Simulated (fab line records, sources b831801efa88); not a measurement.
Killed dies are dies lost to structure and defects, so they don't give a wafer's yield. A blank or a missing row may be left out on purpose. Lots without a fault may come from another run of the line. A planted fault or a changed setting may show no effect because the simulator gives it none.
Chamber matching | flow gf180mcu | GF_STI_WET_ETCH_26 on wet_bench-02: 3 sister chambers
The step etches SiO2 in dHF, target depth 94 nm, time 188 s. 6 wafers are shown with their chamber, then 7 later ones without.

WAFERS WITH THEIR CHAMBER
wafer  | chamber | temp_c (C)
L723.5 | 3       | 25.00
L723.6 | 3       | 24.99
L729.3 | 1       | 24.89
L729.4 | 1       | 24.95
L731.1 | 2       | 24.96
L731.2 | 2       | 24.99

WAFERS WITHOUT THEIR CHAMBER
wafer  | temp_c (C)
L731.3 | 25.00
L733.1 | 24.96
L733.2 | 25.04
L733.5 | 24.94
L738.1 | 24.93
L738.3 | 25.02
L738.5 | 25.07

WHICH CHAMBER EACH WENT THROUGH
wafer  | from the rows above          | in truth
L731.3 | can't be placed: 3 or 2      | 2
L733.1 | can't be placed: 2 or 3 or 1 | 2
L733.2 | can't be placed: 3 or 2      | 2
L733.5 | can't be placed: 1 or 2 or 3 | 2
L738.1 | can't be placed: 1 or 2 or 3 | 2
L738.3 | can't be placed: 3 or 2      | 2
L738.5 | can't be placed: 3 or 2      | 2
Placed correctly: 0 of 7. Can't be placed from these rows: 7 (the true chamber is among the candidates in 7). Placed wrongly: 0.
How it was worked out, from the rows above alone: a wafer's distance from a chamber is the root of the sum, over the readings, of the square of ((its reading less the chamber's mean) divided by the reading's scatter). The wafer belongs to the nearest chamber; if the next one is less than 2 further off, it can't be placed. A chamber's mean is the mean of its shown wafers. The scatter: the root of (the sum of the squares of (reading less its chamber's mean) over the shown wafers, divided by (wafers less chambers)).
